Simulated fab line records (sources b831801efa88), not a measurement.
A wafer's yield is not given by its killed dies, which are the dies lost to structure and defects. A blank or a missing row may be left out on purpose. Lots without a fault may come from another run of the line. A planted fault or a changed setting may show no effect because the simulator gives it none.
Which of the tools did it? -- flow sky130 -- 33 wafers from 11 lots sampled at 4 of the route's 708 steps

WHAT THE GAUGES SHOWED, per wafer
SKY_CAP2M_THK_MEAS_04: measures by xrf.
lot,measured,on,CAP2M_TIN_THK (nm)
L562,day 40 16:32,film_metro-02,200.1 203.1 202.1
L564,day 41 21:43,film_metro-04,200.7 202.2 200.9
L565,day 41 23:10,film_metro-01,202.7 202.3 202.9
L569,day 42 19:22,film_metro-02,199.7 199.8 200.2
L570,day 43 00:50,film_metro-01,201.9 200.5 201.4
L572,day 43 19:09,film_metro-02,202.6 202.0 201.8
L573,day 44 00:10,film_metro-02,199.1 197.7 198.6
L574,day 44 03:50,film_metro-02,200.4 202.0 200.2
L579,day 45 10:38,film_metro-04,199.8 200.8 201.0
L581,day 45 21:53,film_metro-04,204.6 203.3 201.9
L582,day 46 01:37,film_metro-04,203.3 202.4 204.2

TOOL THAT RAN EACH LOT (tool first, then ch and the chambers of the sampled wafers, then the start)
lot,SKY_VIA3_ETCH_14,SKY_VIA3_CVD_21,SKY_METAL4_SPUTTER_02
L562,"rie_diel-03 ch 2,3, day 40 14:40","cvd_w-02 ch 0, day 40 15:28","pvd_sputter-01, day 40 16:07"
L564,"rie_diel-02 ch 0,1, day 41 19:25","cvd_w-02 ch 0,1, day 41 20:41","pvd_sputter-03, day 41 21:17"
L565,"rie_diel-02 ch 0,3, day 41 20:55","cvd_w-02 ch 0,1, day 41 22:05","pvd_sputter-03, day 41 22:44"
L569,"rie_diel-03 ch 0,1, day 42 17:31","cvd_w-02 ch 0,1, day 42 18:17","pvd_sputter-03, day 42 18:57"
L570,"rie_diel-03 ch 2,3, day 42 22:59","cvd_w-01 ch 0,1, day 42 23:46","pvd_sputter-02, day 43 00:25"
L572,"rie_diel-03 ch 0,1,2, day 43 17:20","cvd_w-01 ch 0,1, day 43 18:05","pvd_sputter-03, day 43 18:44"
L573,"rie_diel-03 ch 0,2, day 43 22:10","cvd_w-01 ch 0, day 43 23:05","pvd_sputter-03, day 43 23:44"
L574,"rie_diel-04 ch 1,2,3, day 44 01:55","cvd_w-02 ch 0, day 44 02:46","pvd_sputter-03, day 44 03:25"
L579,"rie_diel-02 ch 0,1,2, day 45 08:49","cvd_w-02 ch 0,1, day 45 09:34","pvd_sputter-03, day 45 10:13"
L581,"rie_diel-03 ch 1,2,3, day 45 19:46","cvd_w-02 ch 0,1, day 45 20:35","pvd_sputter-01, day 45 21:28"
L582,"rie_diel-04 ch 0,2, day 45 23:47","cvd_w-02 ch 0,1, day 46 00:33","pvd_sputter-01, day 46 01:12"
- SKY_VIA3_ETCH_14: etches BARC in N2/H2, stops on SiO2, time 45.9 s, target depth 60 nm.
- SKY_VIA3_CVD_21: deposits W, target thk 390 nm, time 117.31 s.
- SKY_METAL4_SPUTTER_02: material AlCu, target thk 735 nm, time 39.1 s.

WHAT THE TOOLS THEMSELVES READ (means of the sampled wafers that have a number; where no wafer has one, the mark that the record gives instead)
SKY_VIA3_ETCH_14.
lot,tool,drypump_motor_current_A (A),oes_product_au (a.u.),rf_fwd_power_W (W),throttle_valve_pct (%)
L562,rie_diel-03,5.4,0.851,494.5,13.225
L564,rie_diel-02,5.9,0.855,496.2,13.218
L565,rie_diel-02,5.7,0.854,498.2,13.225
L569,rie_diel-03,5.6,0.851,495.4,13.224
L570,rie_diel-03,6.0,0.857,493.8,13.224
L572,rie_diel-03,5.9,0.851,494.2,13.226
L573,rie_diel-03,6.3,0.852,493.8,13.227
L574,rie_diel-04,5.9,0.856,495.5,13.226
L579,rie_diel-02,5.7,0.853,495.4,13.232
L581,rie_diel-03,5.6,0.854,494.8,13.227
L582,rie_diel-04,5.4,0.855,496.5,13.228

SKY_VIA3_CVD_21.
lot,tool,heater_power_w (W)
L562,cvd_w-02,803
L564,cvd_w-02,849
L565,cvd_w-02,854
L569,cvd_w-02,859
L570,cvd_w-01,888
L572,cvd_w-01,904
L573,cvd_w-01,776
L574,cvd_w-02,826
L579,cvd_w-02,868
L581,cvd_w-02,855
L582,cvd_w-02,844

SKY_METAL4_SPUTTER_02.
lot,tool,cathode_dc_power_W (W),throttle_valve_pct (%)
L562,pvd_sputter-01,10601,30.2
L564,pvd_sputter-03,10598,29.5
L565,pvd_sputter-03,10598,29.5
L569,pvd_sputter-03,10599,29.5
L570,pvd_sputter-02,10597,29.6
L572,pvd_sputter-03,10601,29.5
L573,pvd_sputter-03,10045,29.7
L574,pvd_sputter-03,10324,29.7
L579,pvd_sputter-03,10324,30.0
L581,pvd_sputter-01,10598,29.3
L582,pvd_sputter-01,10600,30.5

THE ANSWER, worked out from the rows above alone
Rule: what is usual is taken from the lots themselves. The widest of any qualifying gaps counts: lots, ordered by their means at a reading, are off when they make up no more than a third of the lots, leave a main group of 4 or more, and stand apart from it by 3 or more times the standard deviation of that group's means. Not used: any main group whose means are identical at the precision the tables above print for the reading. Also off: a lot with no number at a reading for which 4 or more lots have one. Where the step has rows for the other lots, those lots are counted as sound. After the gauges, taken in route order, come the tools' own readings; for these a lot's mean is taken, as printed above. The first step at which some lot is off is used, and at that step the reading that is off furthest; a lot without a number counts as furthest.
Off: L573, L574, L579 (SKY_METAL4_SPUTTER_02, cathode_dc_power_W). Main group: mean 10599 W, sd 1.4.
A tool fits if, at that step or a process step before it, it ran every lot that is off, and no sound lot after the first of them. One fits: SKY_METAL4_SPUTTER_02 on pvd_sputter-03. Its last sound lot is L572 (day 43 18:44), its first lot that is off L573 (day 43 23:44): a fault that began between those two fits.
On the lots that are off, the tool's own readings at SKY_METAL4_SPUTTER_02 differ by more than 5 times the standard deviation of the sound lots' means, which bears it out; cathode_dc_power_W reads 10231 W there versus 10599 W on the sound lots.

WHAT THE SIMULATOR HAD INSERTED
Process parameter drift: pvd_sputter-03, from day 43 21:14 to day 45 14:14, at SKY_METAL4_SPUTTER_02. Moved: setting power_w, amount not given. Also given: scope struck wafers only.
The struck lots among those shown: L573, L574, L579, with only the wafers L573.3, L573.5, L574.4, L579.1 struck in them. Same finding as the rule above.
